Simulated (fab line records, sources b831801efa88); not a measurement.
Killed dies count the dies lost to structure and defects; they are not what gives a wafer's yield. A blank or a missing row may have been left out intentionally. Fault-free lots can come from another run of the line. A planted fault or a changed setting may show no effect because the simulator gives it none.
Which tool was responsible?    flow gf180mcu    13 lots with 39 wafers sampled at 7 steps, on a route of 602 steps

== WHAT EACH GAUGE READ, for each wafer ==
GF_STI_THK_MEAS_22. Usual: STI_OXIDATION_01_THK 15.00 nm, standard deviation 0.28.
lot   measured     on             STI_OXIDATION_01_THK (nm)  flag
L498  day 2 03:35  film metro-01  14.99 14.70 14.70          
L499  day 2 09:12  film metro-04  15.10 15.49 15.60          
L501  day 2 18:40  film metro-04  14.88 14.86 14.79          
L502  day 3 00:32  film metro-01  15.38 15.48 15.16          
L504  day 3 09:59  film metro-01  15.34 14.85 14.89          
L509  day 4 11:49  film metro-01  15.00 14.75 14.65          
L512  day 5 03:04  film metro-02  14.79 14.53 14.67          
L513  day 5 09:46  film metro-01  14.65 15.06 14.90          
L514  day 5 14:17  film metro-01  15.35 15.28 15.21          
L517  day 6 04:41  film metro-04  15.28 15.69 15.55          
L518  day 6 10:24  film metro-04  15.17 14.64 15.14          
L520  day 6 20:50  film metro-01  14.94 15.16 15.08          
L521  day 7 01:58  film metro-04  14.80 14.61 14.58          

GF_DNWELL_TW_MEAS_09. Usual: DNWELL_TW 1354, standard deviation 17.
lot   measured     on             DNWELL_TW       flag
L498  day 2 19:17  film metro-04  1321 1320 1323  
L499  day 3 01:43  film metro-01  1371 1362 1363  
L501  day 3 10:23  film metro-03  1372 1376 1372  
L502  day 3 16:35  film metro-01  1351 1352 1363  
L504  day 4 01:50  film metro-03  1363 1367 1372  
L509  day 5 04:51  film metro-01  1362 1366 1363  
L512  day 5 21:21  film metro-04  1338 1330 1333  
L513  day 6 03:38  film metro-04  1343 1338 1333  
L514  day 6 07:35  film metro-04  1327 1330 1333  
L517  day 6 23:06  film metro-03  1370 1363 1362  
L518  day 7 04:18  film metro-01  1364 1356 1362  
L520  day 7 15:42  film metro-01  1365 1367 1361  
L521  day 7 21:10  film metro-01  1358 1354 1349  

GF_MVPSD_OVL_MEAS_07. Usual: MVPSD_OVL 0.5 nm, standard deviation 1.4.
lot   measured      on          MVPSD_OVL (nm)  flag
L498  day 5 00:19   overlay-02  -0.9 0.1 0.8    
L499  day 5 08:44   overlay-01  -0.5 1.3 1.5    
L501  day 5 16:56   overlay-02  2.6 3.2 3.5     
L502  day 6 01:15   overlay-01  - - -           OFF
L504  day 6 11:44   overlay-01  1.6 1.1 -0.2    
L509  day 7 17:42   overlay-02  1.0 1.1 0.3     
L512  day 8 12:25   overlay-02  -0.4 1.7 0.2    
L513  day 8 19:17   overlay-01  -1.1 -0.8 -0.2  
L514  day 9 00:53   overlay-01  -0.3 2.4 0.6    
L517  day 9 18:01   overlay-02  -0.1 0.1 0.7    
L518  day 9 23:01   overlay-01  2.5 0.1 2.1     
L520  day 10 12:48  overlay-02  -1.1 0.8 1.0    
L521  day 10 18:43  overlay-02  2.0 1.0 0.5     

GF_MVPSD_TW_MEAS_11. Usual: MVPSD_TW 558.8, standard deviation 2.7.
lot   measured      on             MVPSD_TW           flag
L498  day 5 00:46   film metro-01  557.8 559.4 558.2  
L499  day 5 09:10   film metro-02  561.4 563.0 557.6  
L501  day 5 17:23   film metro-03  558.9 559.1 557.3  
L502  day 6 02:18   film metro-02  30.4 30.3 30.4     OFF
L504  day 6 12:11   film metro-03  560.9 560.7 559.0  
L509  day 7 18:08   film metro-01  557.1 558.3 555.8  
L512  day 8 12:52   film metro-03  558.1 559.1 558.8  
L513  day 8 19:43   film metro-01  555.4 557.0 553.2  
L514  day 9 01:20   film metro-01  552.2 554.4 553.7  
L517  day 9 18:27   film metro-03  559.1 560.1 561.3  
L518  day 9 23:28   film metro-01  557.1 556.1 557.4  
L520  day 10 13:14  film metro-02  560.1 564.1 562.8  
L521  day 10 19:10  film metro-03  561.1 557.0 559.4  

GF_VT_IMPLANT_TW_MEAS_10. Usual: VT_IMPLANT_TW 565, standard deviation 9.
lot   measured      on             VT_IMPLANT_TW  flag
L498  day 5 14:24   film metro-03  570 570 570    
L499  day 6 00:13   film metro-03  575 573 572    
L501  day 6 08:11   film metro-04  558 556 554    
L502  day 6 16:57   film metro-04  687 688 684    OFF
L504  day 7 03:29   film metro-04  553 552 553    
L509  day 8 10:49   film metro-04  553 552 554    
L512  day 9 07:01   film metro-04  554 550 556    
L513  day 9 12:49   film metro-03  570 572 571    
L514  day 9 18:44   film metro-03  572 576 573    
L517  day 10 11:32  film metro-02  572 570 573    
L518  day 10 17:20  film metro-03  575 575 574    
L520  day 11 07:56  film metro-02  574 574 571    
L521  day 11 13:47  film metro-02  575 572 573    

GF_POLY_GATE_OVL_MEAS_11. Usual: POLY_GATE_OVL 2 nm, standard deviation 4.7.
lot   measured      on          POLY_GATE_OVL (nm)  flag
L498  day 9 04:26   overlay-02  1 7 1               
L499  day 9 13:32   overlay-02  7 0 5               
L501  day 9 23:59   overlay-01  3 -2 -2             
L502  day 10 13:39  overlay-01  -6 -5 -7            
L504  day 10 23:35  overlay-01  8 3 9               
L509  day 12 10:11  overlay-02  9 0 2               
L512  day 13 10:32  overlay-01  3 0 5               
L513  day 13 15:50  overlay-01  -10 -7 -8           
L514  day 13 22:35  overlay-02  5 2 3               
L517  day 14 18:32  overlay-02  2 2 -3              
L518  day 15 02:35  overlay-01  6 6 4               
L520  day 15 18:07  overlay-02  2 2 -6              
L521  day 16 02:43  overlay-02  5 -1 -4             

== TOOL THAT RAN EACH LOT (tool first, then ch and the chambers of the sampled wafers, then the start) ==
lot   GF_MVPSD_EXPOSE_04
L498  iline stepper-01 ch 0, day 4 17:21
L499  iline stepper-01 ch 0, day 5 02:00
L501  iline stepper-02 ch 0, day 5 10:10
L502  iline stepper-01 ch 0, day 5 18:01
L504  iline stepper-02 ch 0, day 6 04:23
L509  iline stepper-01 ch 0, day 7 09:48
L512  iline stepper-01 ch 0, day 8 04:21
L513  iline stepper-02 ch 0, day 8 11:19
L514  iline stepper-01 ch 0, day 8 16:49
L517  iline stepper-01 ch 0, day 9 09:14
L518  iline stepper-01 ch 0, day 9 14:49
L520  iline stepper-01 ch 0, day 10 03:51
L521  iline stepper-01 ch 0, day 10 10:22
- GF_MVPSD_EXPOSE_04: exposes mask MVPSD, target cd 1000 nm.

== AS READ BY THE TOOLS THEMSELVES (means over the sampled wafers that have a number; for cases with no such wafer, the mark the record gives instead) ==
GF_MVPSD_EXPOSE_04. Usual: reticle temp C reads 22.97 C (standard deviation 0.12).
lot   tool              reticle temp C (C)  flag
L498  iline stepper-01  22.99               
L499  iline stepper-01  23.01               
L501  iline stepper-02  22.94               
L502  iline stepper-01  23.18               
L504  iline stepper-02  23.07               
L509  iline stepper-01  22.92               
L512  iline stepper-01  22.77               
L513  iline stepper-02  22.98               
L514  iline stepper-01  23.00               
L517  iline stepper-01  23.07               
L518  iline stepper-01  22.87               
L520  iline stepper-01  23.08               
L521  iline stepper-01  22.85               

== THE ANSWER, worked out from the rows above alone ==
Rule: a lot is off if the mean of its wafers that have a number lies more than 3 standard deviations from the usual mean. A lot without any number at a reading at which 4 lots or more have one is off too. Any other lot the step has rows for is counted as sound. The gauges are gone through in route order, then the tools' own readings, and for those a lot's mean is taken as printed above. At the first step where some lot is off, the reading lying furthest off is the one used; lots without a number count as furthest.
Off: L502, seen at GF_MVPSD_OVL_MEAS_07 (MVPSD_OVL). Without a number there: L502.
If a tool, at a process step before that reading, ran all the lots that are off and no sound lot after the first of them, it fits. Not tried: the gauges at GF_MVPSD_OVL_MEAS_07; whatever is off there is also off at GF_MVPSD_TW_MEAS_11, on other tools, and gauge error can't account for it. None of those tried fits.

== WHAT THE SIMULATOR HAD PUT IN ==
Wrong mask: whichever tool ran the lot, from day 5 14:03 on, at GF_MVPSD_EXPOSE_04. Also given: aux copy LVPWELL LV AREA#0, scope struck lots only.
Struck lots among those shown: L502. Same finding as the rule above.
